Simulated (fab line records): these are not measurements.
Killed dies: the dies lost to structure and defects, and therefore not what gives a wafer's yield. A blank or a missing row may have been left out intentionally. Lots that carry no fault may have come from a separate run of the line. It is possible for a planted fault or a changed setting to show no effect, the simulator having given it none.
fab line records -- flow sky130
[record] lots = 5, wafers = 15, lastDay = 50
route steps=708 shown METAL5@677 PASSIVATION@681 PAD_OPEN@694
lots that met no fault: taken from a fault-free run of the same line
startH: hours from the record's opening day to when the first of the lot's shown wafers began -- waitH: how many hours have passed since the lot's step before this one -- " the same as in the row above -- L1.1+2: a row that stands for several wafers -- - no value, or no start given -- * or withheld: withheld -- < > ~ a bound
route shown NAME@n: names a module that has steps shown in the file, with the first one's number in the route -- usual: mean/standard deviation taken from wafers without a fault -- same: alike in all rows -- chamber/n: place in a boat -- sites: each site's reading -- _std_site: the standard deviation of these -- _edge_site: the outer-site mean with the inner-site mean subtracted -- radiusMm: for every site, how far away it sits from the centre of the wafer -- mask NAME#n: copy n -- behind: the tool/chamber that last shaped the wafer -- hold: what put the lot on hold/how long, in hours/how the hold closed -- device: the transistor (n, p or np) that didn't switch -- end of line: the same wafers' tests at the end of the route -- where a step has no rows: the recipe by itself -- killed: count of dies lost to structure and defects at first sort (not the wafer's yield) -- map: the dies of a wafer, with x for killed, . for not killed, _ for no die there
set.NAME: the run value of the setting; set.NAME@STEP: its run value at that earlier step -- model.NAME: the simulator's own value behind a step, which no gauge read
lots at selected steps of the route; one table per step, one row per wafer
services: the hour from which a tool's chamber was out of use, counted from the record's first day as startH (under 0 if before that day), plus the number of hours and why
[[steps]]
[step SKY_METAL5_STRIP_16]
[recipe] chemistry = O2/N2, powerW = 1400, pressureMtorr = 1500, platenTempC = withheld, o2FlowSccm = 3000, n2FlowSccm = 300, overashFraction = 0.5
[usual] drypumpMotorCurrentA = 6.0/0.35, oesProductAu = 0.709/0.0045, stripTimeToEndpointS = 13.08/0.15
lot.wafer,tool,chamber,startH,waitH,drypumpMotorCurrentA,oesProductAu,rfHoursCounterH,stripTimeToEndpointS
L078.3,plasmaAsher-02,0,1050.30,0.1,5.9,0.718,-,13.19
L078.4,plasmaAsher-02,1,1050.30,0.1,6.1,0.708,-,12.95
L078.5,plasmaAsher-02,1,1050.30,0.1,6.1,0.705,-,13.24
L079.1,plasmaAsher-01,0,1052.45,0.2,5.6,0.718,31,13.07
L079.3,plasmaAsher-01,1,1052.45,0.2,6.6,0.697,-,13.12
L079.6,plasmaAsher-01,0,1052.45,0.2,5.6,0.707,-,12.92
L081.1,plasmaAsher-02,1,1066.51,0.2,6.1,0.703,0,12.86
L081.2,plasmaAsher-02,0,1066.51,0.2,6.0,0.713,0,13.24
L081.6,plasmaAsher-02,0,1066.51,0.2,6.0,0.707,-,13.13
L088.1,plasmaAsher-02,0,1140.30,0.2,5.9,0.714,7,13.10
L088.2,plasmaAsher-02,1,1140.30,0.2,6.1,0.704,7,13.22
L088.5,plasmaAsher-02,0,1140.30,0.2,5.9,0.712,-,13.18
L097.2,plasmaAsher-02,1,1168.09,0.2,6.1,0.714,9,13.23
L097.4,plasmaAsher-02,1,1168.09,0.2,6.1,0.709,-,13.34
L097.5,plasmaAsher-02,0,1168.09,0.2,5.9,0.708,-,13.31
[step SKY_METAL5_STRIP_17]
[recipe] chemistry = postEtchResidueRemover, timeS = 1200, tempC = 72.5
[usual] bathHeatDutyPct = 14.1/1.5
lot.wafer,tool,chamber,startH,waitH,bathHeatDutyPct
L078.3,wetBench-03,3,1050.36,0.0,13.3
L078.4,wetBench-03,3,1050.36,0.0,13.6
L078.5,wetBench-03,3,1050.36,0.0,13.8
L079.1,wetBench-04,3,1052.55,0.1,12.3
L079.3,wetBench-04,3,1052.55,0.1,13.4
L079.6,wetBench-04,3,1052.55,0.1,11.8
L081.1,wetBench-02,3,1066.61,0.1,12.6
L081.2,wetBench-02,3,1066.61,0.1,13.0
L081.6,wetBench-02,3,1066.61,0.1,12.5
L088.1,wetBench-04,2,1140.40,0.1,12.6
L088.2,wetBench-04,2,1140.40,0.1,13.4
L088.5,wetBench-04,2,1140.40,0.1,12.8
L097.2,wetBench-04,2,1168.19,0.1,12.3
L097.4,wetBench-04,2,1168.19,0.1,13.3
L097.5,wetBench-04,2,1168.19,0.1,12.7
[step SKY_METAL5_CLEAN_18]
[recipe] chemistry = IPA, timeS = 180, tempC = 25
[usual] bathHeatDutyPct = 6.6/0.92
lot.wafer,tool,chamber,startH,waitH,bathHeatDutyPct
L078.3,wetBench-03,3,1050.70,0.0,5.5
L078.4,wetBench-03,3,1050.70,0.0,6.0
L078.5,wetBench-03,3,1050.70,0.0,6.4
L079.1,wetBench-04,0,1052.93,0.0,6.5
L079.3,wetBench-04,0,1052.93,0.0,6.3
L079.6,wetBench-04,0,1052.93,0.0,6.5
L081.1,wetBench-03,2,1066.95,0.0,7.0
L081.2,wetBench-03,2,1066.95,0.0,7.4
L081.6,wetBench-03,2,1066.95,0.0,7.8
L088.1,wetBench-03,1,1140.78,0.0,6.9
L088.2,wetBench-03,1,1140.78,0.0,6.7
L088.5,wetBench-03,1,1140.78,0.0,7.3
L097.2,wetBench-03,0,1168.54,0.0,6.9
L097.4,wetBench-03,0,1168.54,0.0,6.6
L097.5,wetBench-03,0,1168.54,0.0,6.8
[step SKY_METAL5_CLEAN_19]
[recipe] chemistry = O3/DIW, dry = n2Spin
lot.wafer,tool,chamber,startH,waitH
L078.3+4+5,wetBench-03,2,1050.76,0.0
L079.1+3+6,wetBench-03,3,1052.99,0.0
L081.1+2+6,wetBench-02,1,1067.02,0.0
L088.1+2+5,wetBench-02,3,1140.84,0.0
L097.2+4+5,wetBench-04,2,1168.59,0.0
[step SKY_PASSIVATION_CVD_00]
[recipe] material = SiO2, targetThkNm = 90, tempC = 400, timeS = withheld, rfW = 600
[usual] heaterPowerW = 677/87, rfFwdPowerW = 588.1/2.8
lot.wafer,tool,chamber,startH,waitH,heaterPowerW,rfFwdPowerW
L078.3,pecvd-01,1,1050.87,0.0,512,593.0
L078.4,pecvd-01,0,1050.87,0.0,723,588.5
L078.5,pecvd-01,0,1050.87,0.0,718,590.3
L079.1,pecvd-03,0,1053.08,0.0,687,590.9
L079.3,pecvd-03,2,1053.08,0.0,696,588.7
L079.6,pecvd-03,0,1053.08,0.0,539,587.2
L081.1,pecvd-04,2,1067.11,0.0,742,585.0
L081.2,pecvd-04,0,1067.11,0.0,872,587.3
L081.6,pecvd-04,1,1067.11,0.0,682,583.5
L088.1,pecvd-01,2,1140.93,0.0,659,590.1
L088.2,pecvd-01,1,1140.93,0.0,591,586.8
L088.5,pecvd-01,1,1140.93,0.0,612,590.4
L097.2,pecvd-03,1,1168.70,0.0,792,591.1
L097.4,pecvd-03,1,1168.70,0.0,642,591.9
L097.5,pecvd-03,1,1168.70,0.0,648,589.1
[step SKY_PASSIVATION_THK_MEAS_01]
[recipe] reads = SiO2_of_PASSIVATION_CVD_00
[usual] PASSIVATION_CVD_00_THK = 90.0/1.2
lot.wafer,tool,chamber,startH,waitH,PASSIVATION_CVD_00_THK[nm]
L078.3,filmMetro-01,-,1050.91,-,91.4
L078.4,filmMetro-01,-,1050.91,-,90.1
L078.5,filmMetro-01,-,1050.91,-,91.0
L079.1,filmMetro-03,-,1053.10,-,91.2
L079.3,filmMetro-03,-,1053.10,-,88.9
L079.6,filmMetro-03,-,1053.10,-,91.0
L081.1,filmMetro-01,-,1067.13,-,90.0
L081.2,filmMetro-01,-,1067.13,-,89.8
L081.6,filmMetro-01,-,1067.13,-,90.0
L088.1,filmMetro-01,-,1140.95,-,90.2
L088.2,filmMetro-01,-,1140.95,-,91.1
L088.5,filmMetro-01,-,1140.95,-,93.5
L097.2,filmMetro-02,-,1168.76,-,88.9
L097.4,filmMetro-02,-,1168.76,-,91.5
L097.5,filmMetro-02,-,1168.76,-,90.4
[step SKY_PASSIVATION_CVD_02]
[recipe] material = Si3N4, targetThkNm = 540, tempC = 400, timeS = withheld, rfW = 450
[usual] heaterPowerW = 739/99, rfFwdPowerW = 448.9/1.3
lot.wafer,tool,chamber,startH,waitH,heaterPowerW,rfFwdPowerW
L078.3,pecvd-04,1,1050.95,0.0,743,449.8
L078.4,pecvd-04,0,1050.95,0.0,900,450.7
L078.5,pecvd-04,2,1050.95,0.0,642,448.7
L079.1,pecvd-01,1,1053.16,0.1,539,453.0
L079.3,pecvd-01,0,1053.16,0.1,812,449.0
L079.6,pecvd-01,0,1053.16,0.1,824,449.2
L081.1,pecvd-01,2,1067.19,0.1,700,449.8
L081.2,pecvd-01,1,1067.19,0.1,657,448.6
L081.6,pecvd-01,2,1067.19,0.1,737,447.7
L088.1,pecvd-04,2,1141.01,0.1,740,446.9
L088.2,pecvd-04,1,1141.01,0.1,756,449.8
L088.5,pecvd-04,0,1141.01,0.1,935,449.1
L097.2,pecvd-01,2,1168.81,0.0,741,451.8
L097.4,pecvd-01,0,1168.81,0.0,815,451.2
L097.5,pecvd-01,1,1168.81,0.0,651,449.6
[step SKY_PASSIVATION_THK_MEAS_03]
[recipe] reads = Si3N4_of_PASSIVATION_CVD_02
[usual] PASSIVATION_CVD_02_THK = 540/6.9
lot.wafer,tool,chamber,startH,waitH,PASSIVATION_CVD_02_THK[nm]
L078.3,filmMetro-03,-,1051.19,-,539
L078.4,filmMetro-03,-,1051.19,-,544
L078.5,filmMetro-03,-,1051.19,-,543
L079.1,filmMetro-03,-,1053.50,-,530
L079.3,filmMetro-03,-,1053.50,-,552
L079.6,filmMetro-03,-,1053.50,-,551
L081.1,filmMetro-01,-,1067.42,-,530
L081.2,filmMetro-01,-,1067.42,-,532
L081.6,filmMetro-01,-,1067.42,-,543
L088.1,filmMetro-03,-,1141.24,-,536
L088.2,filmMetro-03,-,1141.24,-,540
L088.5,filmMetro-03,-,1141.24,-,549
L097.2,filmMetro-01,-,1169.05,-,530
L097.4,filmMetro-01,-,1169.05,-,542
L097.5,filmMetro-01,-,1169.05,-,549
[step SKY_PASSIVATION_DEHYDRATE_04]
[recipe] tempC = 200, timeS = 60
lot.wafer,tool,chamber,startH,waitH
L078.3+4+5,lithoTrack-01,0,1060.49,9.3
L079.1+3+6,lithoTrack-01,0,1062.84,9.3
L081.1+2+6,lithoTrack-04,0,1077.13,9.7
L088.1+2+5,lithoTrack-04,0,1148.94,7.7
L097.2+4+5,lithoTrack-03,0,1177.61,8.6
[step SKY_PASSIVATION_HMDS_05]
[recipe] primeTimeS = 60, primeTempC = 120
lot.wafer,tool,chamber,startH,waitH
L078.3+4+5,lithoTrack-01,0,1060.64,0.1
L079.1+3+6,lithoTrack-01,0,1062.99,0.1
L081.1+2+6,lithoTrack-04,0,1077.28,0.1
L088.1+2+5,lithoTrack-04,0,1149.09,0.1
L097.2+4+5,lithoTrack-03,0,1177.76,0.1
[step SKY_PASSIVATION_COAT_06]
[recipe] spinRpm = 2000, resistThkNm = 3000
lot.wafer,tool,chamber,startH,waitH
L078.3+4+5,lithoTrack-01,0,1060.79,0.1
L079.1+3+6,lithoTrack-01,0,1063.14,0.1
L081.1+2+6,lithoTrack-04,0,1077.43,0.1
L088.1+2+5,lithoTrack-04,0,1149.24,0.1
L097.2+4+5,lithoTrack-03,0,1177.91,0.1
[step SKY_PASSIVATION_SOFTBAKE_07]
[recipe] tempC = 110, timeS = withheld
lot.wafer,tool,chamber,startH,waitH
L078.3+4+5,lithoTrack-01,0,1060.96,0.1
L079.1+3+6,lithoTrack-01,0,1063.29,0.1
L081.1+2+6,lithoTrack-04,0,1077.58,0.1
L088.1+2+5,lithoTrack-04,0,1149.39,0.1
L097.2+4+5,lithoTrack-03,0,1178.07,0.1
[step SKY_PASSIVATION_EXPOSE_08]
[recipe] maskId = NSM, targetCdNm = 3000, na = 0.57, doseMj = 260
[same] na = 0.57
lot.wafer,tool,chamber,startH,waitH,mask
L078.3+4+5,ilineStepper-01,0,-,-,NSM#0
L079.1+3+6,ilineStepper-01,0,-,-,NSM#0
L081.1+2+6,ilineStepper-01,0,-,-,NSM#0
L088.1+2+5,ilineStepper-01,0,-,-,NSM#0
L097.2+4+5,ilineStepper-02,0,-,-,NSM#0
[step SKY_PASSIVATION_PEB_09]
[recipe] tempC = 115, timeS = withheld
lot.wafer,tool,chamber,startH,waitH
L078.3+4+5,lithoTrack-03,0,-,-
L079.1+3+6,lithoTrack-03,0,-,-
L081.1+2+6,lithoTrack-04,0,-,-
L088.1+2+5,lithoTrack-01,0,-,-
L097.2+4+5,lithoTrack-03,0,-,-
[step SKY_PASSIVATION_DEVELOP_10]
[recipe] developTimeS = 60, devTempC = 23
[usual] developerTempC = 22.99/0.11
[same] developTimeS = 60
lot.wafer,tool,chamber,startH,waitH,developerTempC
L078.3,lithoTrack-03,0,-,-,22.89
L078.4,lithoTrack-03,0,-,-,22.89
L078.5,lithoTrack-03,0,-,-,22.94
L079.1,lithoTrack-03,0,-,-,22.87
L079.3,lithoTrack-03,0,-,-,22.94
L079.6,lithoTrack-03,0,-,-,23.05
L081.1,lithoTrack-04,0,-,-,23.09
L081.2,lithoTrack-04,0,-,-,22.91
L081.6,lithoTrack-04,0,-,-,23.04
L088.1,lithoTrack-01,0,-,-,23.09
L088.2,lithoTrack-01,0,-,-,23.02
L088.5,lithoTrack-01,0,-,-,23.09
L097.2,lithoTrack-03,0,-,-,23.07
L097.4,lithoTrack-03,0,-,-,22.92
L097.5,lithoTrack-03,0,-,-,23.12
[step SKY_PASSIVATION_ETCH_11]
[recipe] chemistry = CF4/O2, targetDepthNm = 725, stopOn = AlCu, sourceW = 800, biasW = 150, pressureMtorr = 150, cf4FlowSccm = 80, O2_flow_sccm = 10, timeS = 161.1
[usual] O2_flow_sccm = 10.003/0.029, drypumpMotorCurrentA = 5.8/0.5, oesProductAu = 0.977/0.0069, rfFwdPowerW = 796.4/2.4, throttleValvePct = 5.964/0.0095
lot.wafer,tool,chamber,startH,waitH,O2_flow_sccm,drypumpMotorCurrentA,oesProductAu,rfFwdPowerW,rfHoursCounterH,throttleValvePct
L078.3,rieDiel-04,3,1072.63,-,9.986,5.6,0.981,795.9,8,5.960
L078.4,rieDiel-04,1,1072.63,-,10.009,6.0,0.985,797.2,10,5.954
L078.5,rieDiel-04,0,1072.63,-,10.031,6.0,0.971,792.5,-,5.970
L079.1,rieDiel-02,2,1074.48,-,9.965,5.9,0.972,795.1,18,5.962
L079.3,rieDiel-02,0,1074.48,-,10.010,6.4,0.976,801.1,10,5.952
L079.6,rieDiel-02,3,1074.48,-,10.038,5.6,0.979,795.2,-,5.972
L081.1,rieDiel-04,2,1087.93,-,9.989,5.3,0.977,793.2,19,5.944
L081.2,rieDiel-04,3,1087.93,-,10.030,5.6,0.977,795.6,8,5.964
L081.6,rieDiel-04,3,1087.93,-,10.025,5.6,0.982,793.3,-,5.965
L088.1,rieDiel-04,1,1158.74,-,9.944,6.0,0.970,800.4,14,5.977
L088.2,rieDiel-04,0,1158.74,-,9.985,5.9,0.970,800.3,6,5.963
L088.5,rieDiel-04,2,1158.74,-,9.990,5.3,0.986,800.1,-,5.962
L097.2,rieDiel-04,1,1185.89,-,10.048,6.0,0.970,796.7,15,5.953
L097.4,rieDiel-04,0,1185.89,-,9.966,5.9,0.984,795.5,7,5.952
L097.5,rieDiel-04,1,1185.89,-,10.027,6.0,0.990,797.8,-,5.943
[step SKY_PASSIVATION_STRIP_12]
[recipe] chemistry = O2/N2, powerW = 1400, pressureMtorr = 1500, platenTempC = withheld, overashFraction = 0.7, o2FlowSccm = 3000, n2FlowSccm = 300
[usual] drypumpMotorCurrentA = 5.69/0.27, oesProductAu = 0.661/0.0045, stripTimeToEndpointS = 31.57/0.12
lot.wafer,tool,chamber,startH,waitH,drypumpMotorCurrentA,oesProductAu,rfHoursCounterH,stripTimeToEndpointS
L078.3,plasmaAsher-02,0,1072.77,0.1,5.94,0.663,-,31.60
L078.4,plasmaAsher-02,1,1072.77,0.1,6.11,0.655,-,31.48
L078.5,plasmaAsher-02,0,1072.77,0.1,5.97,0.659,-,31.64
L079.1,plasmaAsher-04,0,1074.59,0.1,5.77,0.663,65,31.70
L079.3,plasmaAsher-04,0,1074.59,0.1,5.77,0.661,-,31.63
L079.6,plasmaAsher-04,1,1074.59,0.1,5.70,0.669,-,31.85
L081.1,plasmaAsher-04,0,1088.04,0.1,5.76,0.662,66,31.38
L081.2,plasmaAsher-04,1,1088.04,0.1,5.72,0.663,66,31.48
L081.6,plasmaAsher-04,1,1088.04,0.1,5.71,0.669,-,31.43
L088.1,plasmaAsher-04,1,1158.85,0.1,5.70,0.664,73,31.31
L088.2,plasmaAsher-04,0,1158.85,0.1,5.78,0.657,73,31.69
L088.5,plasmaAsher-04,0,1158.85,0.1,5.77,0.669,-,31.45
L097.2,plasmaAsher-04,0,1185.99,0.1,5.77,0.656,76,31.63
L097.4,plasmaAsher-04,0,1185.99,0.1,5.79,0.662,-,31.72
L097.5,plasmaAsher-04,0,1185.99,0.1,5.78,0.657,-,31.68
[step SKY_PAD_OPEN_DEHYDRATE_00]
[recipe] tempC = 200, timeS = 60
lot.wafer,tool,chamber,startH,waitH
L078.3+4+5,lithoTrack-02,0,1081.58,8.8
L079.1+3+6,lithoTrack-02,0,1083.38,8.8
L081.1+2+6,lithoTrack-03,0,1097.68,9.6
L088.1+2+5,lithoTrack-03,0,1166.24,7.4
L097.2+4+5,lithoTrack-04,0,1194.16,8.1
[step SKY_PAD_OPEN_HMDS_01]
[recipe] primeTimeS = 60, primeTempC = 120
lot.wafer,tool,chamber,startH,waitH
L078.3+4+5,lithoTrack-02,0,1081.73,0.1
L079.1+3+6,lithoTrack-02,0,1083.53,0.1
L081.1+2+6,lithoTrack-03,0,1097.83,0.1
L088.1+2+5,lithoTrack-03,0,1166.39,0.1
L097.2+4+5,lithoTrack-04,0,1194.31,0.1
[step SKY_PAD_OPEN_COAT_02]
[recipe] spinRpm = 2000, resistThkNm = 3000
lot.wafer,tool,chamber,startH,waitH
L078.3+4+5,lithoTrack-02,0,1081.88,0.1
L079.1+3+6,lithoTrack-02,0,1083.68,0.1
L081.1+2+6,lithoTrack-03,0,1097.98,0.1
L088.1+2+5,lithoTrack-03,0,1166.54,0.1
L097.2+4+5,lithoTrack-04,0,1194.46,0.1
[step SKY_PAD_OPEN_SOFTBAKE_03]
[recipe] tempC = 110, timeS = withheld
lot.wafer,tool,chamber,startH,waitH
L078.3+4+5,lithoTrack-02,0,1082.04,0.1
L079.1+3+6,lithoTrack-02,0,1083.83,0.1
L081.1+2+6,lithoTrack-03,0,1098.13,0.1
L088.1+2+5,lithoTrack-03,0,1166.69,0.1
L097.2+4+5,lithoTrack-04,0,1194.62,0.1
[step SKY_PAD_OPEN_EXPOSE_04]
[recipe] maskId = PDM, targetCdNm = 60000, na = 0.57, doseMj = 260
[same] na = 0.57
lot.wafer,tool,chamber,startH,waitH,mask
L078.3+4+5,ilineStepper-01,0,-,-,PDM#0
L079.1+3+6,ilineStepper-01,0,-,-,PDM#0
L081.1+2+6,ilineStepper-02,0,-,-,PDM#0
L088.1+2+5,ilineStepper-02,0,-,-,PDM#0
L097.2+4+5,ilineStepper-01,0,-,-,PDM#0
[step SKY_PAD_OPEN_PEB_05]
[recipe] tempC = 115, timeS = withheld
lot.wafer,tool,chamber,startH,waitH
L078.3+4+5,lithoTrack-02,0,-,-
L079.1+3+6,lithoTrack-03,0,-,-
L081.1+2+6,lithoTrack-04,0,-,-
L088.1+2+5,lithoTrack-04,0,-,-
L097.2+4+5,lithoTrack-03,0,-,-
[step SKY_PAD_OPEN_DEVELOP_06]
[recipe] developTimeS = 60, devTempC = 23
[usual] developerTempC = 22.98/0.11
[same] developTimeS = 60
lot.wafer,tool,chamber,startH,waitH,developerTempC
L078.3,lithoTrack-02,0,-,-,23.02
L078.4,lithoTrack-02,0,-,-,23.11
L078.5,lithoTrack-02,0,-,-,23.03
L079.1,lithoTrack-03,0,-,-,23.02
L079.3,lithoTrack-03,0,-,-,22.96
L079.6,lithoTrack-03,0,-,-,22.99
L081.1,lithoTrack-04,0,-,-,22.88
L081.2,lithoTrack-04,0,-,-,22.99
L081.6,lithoTrack-04,0,-,-,22.89
L088.1,lithoTrack-04,0,-,-,23.03
L088.2,lithoTrack-04,0,-,-,22.99
L088.5,lithoTrack-04,0,-,-,23.06
L097.2,lithoTrack-03,0,-,-,22.84
L097.4,lithoTrack-03,0,-,-,22.89
L097.5,lithoTrack-03,0,-,-,22.98
[step SKY_PAD_OPEN_ETCH_07]
[recipe] chemistry = CF4/O2, targetDepthNm = 725, stopOn = AlCu, sourceW = 800, biasW = 150, pressureMtorr = 150, cf4FlowSccm = 80, O2_flow_sccm = 10, timeS = 161.1
[usual] O2_flow_sccm = 9.995/0.03, drypumpMotorCurrentA = 5.7/0.44, oesProductAu = 0.977/0.0077, rfFwdPowerW = 796.8/2.5, throttleValvePct = 5.966/0.0084
lot.wafer,tool,chamber,startH,waitH,O2_flow_sccm,drypumpMotorCurrentA,oesProductAu,rfFwdPowerW,rfHoursCounterH,throttleValvePct
L078.3,rieDiel-01,1,1093.68,-,10.002,5.2,0.980,793.6,2,5.957
L078.4,rieDiel-01,0,1093.68,-,10.056,5.7,0.990,795.1,3,5.957
L078.5,rieDiel-01,3,1093.68,-,10.015,5.7,0.992,797.9,-,5.967
L079.1,rieDiel-04,3,1095.23,-,9.939,5.6,0.974,796.4,9,5.961
L079.3,rieDiel-04,0,1095.23,-,9.966,6.0,0.986,794.3,3,5.976
L079.6,rieDiel-04,0,1095.23,-,9.999,6.0,0.983,797.3,-,5.965
L081.1,rieDiel-01,2,1106.89,-,9.988,4.7,0.968,795.9,24,5.956
L081.2,rieDiel-01,0,1106.89,-,10.021,5.7,0.981,793.6,3,5.978
L081.6,rieDiel-01,0,1106.89,-,10.030,5.7,0.975,796.5,-,5.962
L088.1,rieDiel-04,3,1176.29,-,10.022,5.6,0.976,797.4,12,5.960
L088.2,rieDiel-04,0,1176.29,-,9.977,5.9,0.980,802.5,6,5.970
L088.5,rieDiel-04,1,1176.29,-,9.986,6.0,0.985,798.6,-,5.979
L097.2,rieDiel-01,0,1201.84,-,9.966,5.7,0.964,799.8,7,5.969
L097.4,rieDiel-01,1,1201.84,-,9.960,5.2,0.985,797.2,7,5.962
L097.5,rieDiel-01,1,1201.84,-,9.954,5.2,0.986,799.8,-,5.980
[step SKY_PAD_OPEN_STRIP_08]
[recipe] chemistry = O2/N2, powerW = 1400, pressureMtorr = 1500, platenTempC = withheld, overashFraction = 0.7, o2FlowSccm = 3000, n2FlowSccm = 300
[usual] drypumpMotorCurrentA = 5.7/0.44, oesProductAu = 0.663/0.0043, stripTimeToEndpointS = 37.06/0.092
lot.wafer,tool,chamber,startH,waitH,drypumpMotorCurrentA,oesProductAu,rfHoursCounterH,stripTimeToEndpointS
L078.3,plasmaAsher-03,0,1093.82,0.1,5.2,0.665,-,36.96
L078.4,plasmaAsher-03,1,1093.82,0.1,5.5,0.665,-,37.02
L078.5,plasmaAsher-03,0,1093.82,0.1,5.2,0.662,-,37.05
L079.1,plasmaAsher-04,0,1095.34,0.1,5.8,0.669,67,37.07
L079.3,plasmaAsher-04,1,1095.34,0.1,5.7,0.661,-,37.04
L079.6,plasmaAsher-04,0,1095.34,0.1,5.8,0.663,-,37.02
L081.1,plasmaAsher-01,1,1106.99,0.1,6.6,0.657,37,37.07
L081.2,plasmaAsher-01,0,1106.99,0.1,5.6,0.666,37,37.02
L081.6,plasmaAsher-01,0,1106.99,0.1,5.6,0.663,-,37.01
L088.1,plasmaAsher-01,0,1176.39,0.1,5.6,0.662,43,37.01
L088.2,plasmaAsher-01,1,1176.39,0.1,6.6,0.661,43,36.99
L088.5,plasmaAsher-01,0,1176.39,0.1,5.6,0.658,-,36.94
L097.2,plasmaAsher-04,1,1201.94,0.1,5.7,0.666,77,37.04
L097.4,plasmaAsher-04,1,1201.94,0.1,5.7,0.663,-,36.91
L097.5,plasmaAsher-04,1,1201.94,0.1,5.7,0.661,-,37.04
[step SKY_PAD_OPEN_STRIP_09]
[recipe] chemistry = postEtchResidueRemover, timeS = 1200, tempC = 72.5
[usual] bathHeatDutyPct = 14.8/2
lot.wafer,tool,chamber,startH,waitH,bathHeatDutyPct
L078.3,wetBench-02,1,1093.88,0.0,18.0
L078.4,wetBench-02,1,1093.88,0.0,18.4
L078.5,wetBench-02,1,1093.88,0.0,19.3
L079.1,wetBench-01,2,1095.45,0.1,13.7
L079.3,wetBench-01,2,1095.45,0.1,13.9
L079.6,wetBench-01,2,1095.45,0.1,13.1
L081.1,wetBench-02,2,1107.09,0.1,13.2
L081.2,wetBench-02,2,1107.09,0.1,13.8
L081.6,wetBench-02,2,1107.09,0.1,13.4
L088.1,wetBench-01,1,1176.49,0.1,12.7
L088.2,wetBench-01,1,1176.49,0.1,12.8
L088.5,wetBench-01,1,1176.49,0.1,12.9
L097.2,wetBench-01,2,1202.04,0.1,14.8
L097.4,wetBench-01,2,1202.04,0.1,13.7
L097.5,wetBench-01,2,1202.04,0.1,13.1
[step SKY_PAD_OPEN_CLEAN_10]
[recipe] chemistry = IPA, timeS = 180, tempC = 25
[usual] bathHeatDutyPct = 6.3/0.83
lot.wafer,tool,chamber,startH,waitH,bathHeatDutyPct
L078.3,wetBench-04,1,1094.25,0.0,7.7
L078.4,wetBench-04,1,1094.25,0.0,6.7
L078.5,wetBench-04,1,1094.25,0.0,7.3
L079.1,wetBench-01,2,1095.79,0.0,6.2
L079.3,wetBench-01,2,1095.79,0.0,6.5
L079.6,wetBench-01,2,1095.79,0.0,6.5
L081.1,wetBench-04,1,1107.43,0.0,7.6
L081.2,wetBench-04,1,1107.43,0.0,6.7
L081.6,wetBench-04,1,1107.43,0.0,7.5
L088.1,wetBench-02,1,1176.83,0.0,7.4
L088.2,wetBench-02,1,1176.83,0.0,7.7
L088.5,wetBench-02,1,1176.83,0.0,7.5
L097.2,wetBench-01,0,1202.38,0.0,6.3
L097.4,wetBench-01,0,1202.38,0.0,7.2
L097.5,wetBench-01,0,1202.38,0.0,7.2
[step SKY_PAD_OPEN_CLEAN_11]
[recipe] chemistry = O3/DIW, dry = n2Spin
lot.wafer,tool,chamber,startH,waitH
L078.3+4+5,wetBench-02,0,1094.32,0.0
L079.1+3+6,wetBench-04,1,1095.85,0.0
L081.1+2+6,wetBench-02,2,1107.50,0.0
L088.1+2+5,wetBench-01,3,1176.90,0.0
L097.2+4+5,wetBench-02,3,1202.44,0.0
[step SKY_PAD_OPEN_ANNEAL_12]
[recipe] tempC = 400, timeS = withheld, ambient = N2/H2, idleTempC = 300, rampUpCPerMin = 8, rampDownCPerMin = 4
[usual] rampUpCPerMin = 8.0000/0.0015, zonePowerTopPct = 10.7/0.33
lot.wafer,tool,chamber,startH,waitH,rampUpCPerMin,zonePowerTopPct
L078.3,furnace-02,0,1094.42,0.0,8.0015,10.3
L078.4,furnace-02,0,1094.42,0.0,8.0018,10.5
L078.5,furnace-02,0,1094.42,0.0,8.0014,10.6
L079.1,furnace-01,0,1095.95,0.0,7.9994,10.9
L079.3,furnace-01,0,1095.95,0.0,7.9984,11.1
L079.6,furnace-01,0,1095.95,0.0,8.0023,11.0
L081.1,furnace-01,0,1107.59,0.0,7.9985,11.1
L081.2,furnace-01,0,1107.59,0.0,8.0012,10.9
L081.6,furnace-01,0,1107.59,0.0,8.0006,11.1
L088.1,furnace-02,0,1176.99,0.0,7.9981,10.6
L088.2,furnace-02,0,1176.99,0.0,8.0010,10.4
L088.5,furnace-02,0,1176.99,0.0,8.0000,10.4
L097.2,furnace-01,0,1202.53,0.0,7.9983,11.0
L097.4,furnace-01,0,1202.53,0.0,8.0011,10.9
L097.5,furnace-01,0,1202.53,0.0,8.0018,11.1
[step SKY_PAD_OPEN_BOW_MEAS_13]
[recipe] mode = bow
[usual] PAD_OPEN_BOW = 44/8.5
lot.wafer,tool,chamber,startH,waitH,PAD_OPEN_BOW[um]
L078.3,filmMetro-01,-,1095.96,-,47
L078.4,filmMetro-01,-,1095.96,-,56
L078.5,filmMetro-01,-,1095.96,-,48
L079.1,filmMetro-01,-,1097.45,-,40
L079.3,filmMetro-01,-,1097.45,-,41
L079.6,filmMetro-01,-,1097.45,-,46
L081.1,filmMetro-03,-,1109.09,-,54
L081.2,filmMetro-03,-,1109.09,-,44
L081.6,filmMetro-03,-,1109.09,-,34
L088.1,filmMetro-01,-,1178.49,-,43
L088.2,filmMetro-01,-,1178.49,-,29
L088.5,filmMetro-01,-,1178.49,-,49
L097.2,filmMetro-03,-,1204.05,-,44
L097.4,filmMetro-03,-,1204.05,-,40
L097.5,filmMetro-03,-,1204.05,-,51
[[services]]
tool,chamber,startH,hours,kind
pecvd-03,1,1029.29,17.8,repair
rieDiel-01,3,1029.71,4.7,repair
rieDiel-04,1,1037.54,5.9,repair
ilineStepper-02,-,1044.12,2.1,pm
ilineStepper-01,-,1052.05,1.7,pm
pecvd-04,0,1053.61,4.7,repair
plasmaAsher-02,-,1055.25,9.0,pm
pecvd-04,-,1075.14,0.8,repair
wetBench-03,-,1077.03,7.3,repair
furnace-01,-,1079.45,4.0,pm
rieDiel-01,-,1086.42,0.2,repair
plasmaAsher-02,-,1093.15,3.5,repair
pecvd-01,2,1106.82,12.6,repair
wetBench-03,-,1113.45,4.4,pm
ilineStepper-01,-,1122.40,4.4,pm
plasmaAsher-04,-,1130.25,0.7,repair
rieDiel-04,2,1147.79,4.9,repair
pecvd-04,0,1154.30,23.6,repair
wetBench-01,-,1162.52,4.4,pm
pecvd-04,2,1167.12,11.4,repair
pecvd-04,-,1182.33,0.3,repair
furnace-01,-,1189.67,3.0,pm
rieDiel-01,2,1191.06,6.7,repair
ilineStepper-02,-,1201.95,1.7,pm
[[key]]
fault none
